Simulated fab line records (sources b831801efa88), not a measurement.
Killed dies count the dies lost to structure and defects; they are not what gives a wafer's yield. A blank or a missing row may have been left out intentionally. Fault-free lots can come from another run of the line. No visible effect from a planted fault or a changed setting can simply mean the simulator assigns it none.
Which of the tools did it?    flow sfq-line    43 wafers sampled from 15 lots at 1 step of a route of 325

WHAT THE GAUGES READ, wafer by wafer
No reading from a measuring or inspecting step in the record can be judged against a usual standard deviation.

EACH LOT AND THE TOOL THAT RAN IT (in order: tool; ch and the chambers of the sampled wafers; start)
lot   SFQ_TRILAYER_I6_VIA_BARC_OPEN_VIA_ETCH_235
L943  rie-diel-03 ch 0,3, day 63 09:10
L944  rie-diel-04 ch 0,2,3, day 63 16:22
L945  rie-diel-03 ch 0,1,2, day 63 18:52
L946  rie-diel-04 ch 0,3, day 64 01:58
L948  rie-diel-02 ch 1,2,3, day 65 06:46
L949  rie-diel-04 ch 0,3, day 65 15:10
L950  rie-diel-03 ch 0,1,3, day 65 17:34
L956  rie-diel-04 ch 1,3, day 67 11:07
L957  rie-diel-04 ch 1,3, day 67 17:07
L958  rie-diel-04 ch 0,3, day 67 21:56
L961  rie-diel-02 ch 0,2,3, day 68 15:17
L962  rie-diel-02 ch 2,3, day 69 06:53
L963  rie-diel-03 ch 0,2,3, day 69 09:17
L964  rie-diel-03 ch 0,2, day 69 16:29
L965  rie-diel-02 ch 0,1,3, day 69 17:43
- SFQ_TRILAYER_I6_VIA_BARC_OPEN_VIA_ETCH_235: etches BARC in O2, target depth 125 nm, time 41.7 s.

AS READ BY THE TOOLS THEMSELVES (means over the sampled wafers that have a number; for cases with no such wafer, the mark the record gives instead)
SFQ_TRILAYER_I6_VIA_BARC_OPEN_VIA_ETCH_235. Usual: drypump-motor-current-A 5.87 A, standard deviation 0.22; oes-product-au 0.686 a.u., standard deviation 0.0046; run-length-s 69.9 s, standard deviation 0.58.
lot   tool         drypump-motor-current-A (A)  oes-product-au (a.u.)  run-length-s (s)  flag
L943  rie-diel-03  5.48                         0.686                  70.5              
L944  rie-diel-04  5.81                         0.683                  69.3              
L945  rie-diel-03  6.01                         0.684                  70.0              
L946  rie-diel-04  5.79                         0.684                  69.7              
L948  rie-diel-02  6.01                         0.688                  70.3              
L949  rie-diel-04  5.80                         0.685                  69.5              
L950  rie-diel-03  5.76                         0.693                  70.4              
L956  rie-diel-04  5.82                         0.634                  79.0              OFF
L957  rie-diel-04  5.81                         0.640                  79.1              OFF
L958  rie-diel-04  5.78                         0.654                  76.0              OFF
L961  rie-diel-02  5.98                         0.688                  70.1              
L962  rie-diel-02  6.02                         0.682                  70.4              
L963  rie-diel-03  5.70                         0.687                  70.1              
L964  rie-diel-03  5.94                         0.685                  70.0              
L965  rie-diel-02  5.98                         0.682                  70.0              

THE ANSWER, worked out from the rows above alone
Rule: a lot is off if the mean of its wafers that have a number lies more than 3 standard deviations from the usual mean. A lot without any number at a reading at which 4 lots or more have one is off too. All remaining lots with rows at the step are treated as sound. After the gauges, taken in route order, come the tools' own readings; for these a lot's mean is taken, as printed above. At the first step where some lot is off, the reading lying furthest off is the one used; lots without a number count as furthest.
Off, at SFQ_TRILAYER_I6_VIA_BARC_OPEN_VIA_ETCH_235 on run-length-s: L956, L957, L958.
If a tool, at that step or one of the process steps before it, ran each lot that is off and ran no sound lot following the first of them, it fits. One fits: rie-diel-04 at SFQ_TRILAYER_I6_VIA_BARC_OPEN_VIA_ETCH_235. A fault onset in the window from L949 (day 65 15:10, its last sound lot) to L956 (day 67 11:07, its first lot off) fits.
The tool's own readings at SFQ_TRILAYER_I6_VIA_BARC_OPEN_VIA_ETCH_235 bear it out: on the lots that are off they differ by more than 5 times the standard deviation of the sound lots' means. oes-product-au reads 0.643 a.u. there against 0.686 a.u. on the sound lots; run-length-s reads 78.0 s there against 70.0 s on the sound lots.

WHAT THE SIMULATOR HAD PUT IN
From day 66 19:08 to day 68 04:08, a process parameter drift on rie-diel-04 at SFQ_TRILAYER_I6_VIA_BARC_OPEN_VIA_ETCH_235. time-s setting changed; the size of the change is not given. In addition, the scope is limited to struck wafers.
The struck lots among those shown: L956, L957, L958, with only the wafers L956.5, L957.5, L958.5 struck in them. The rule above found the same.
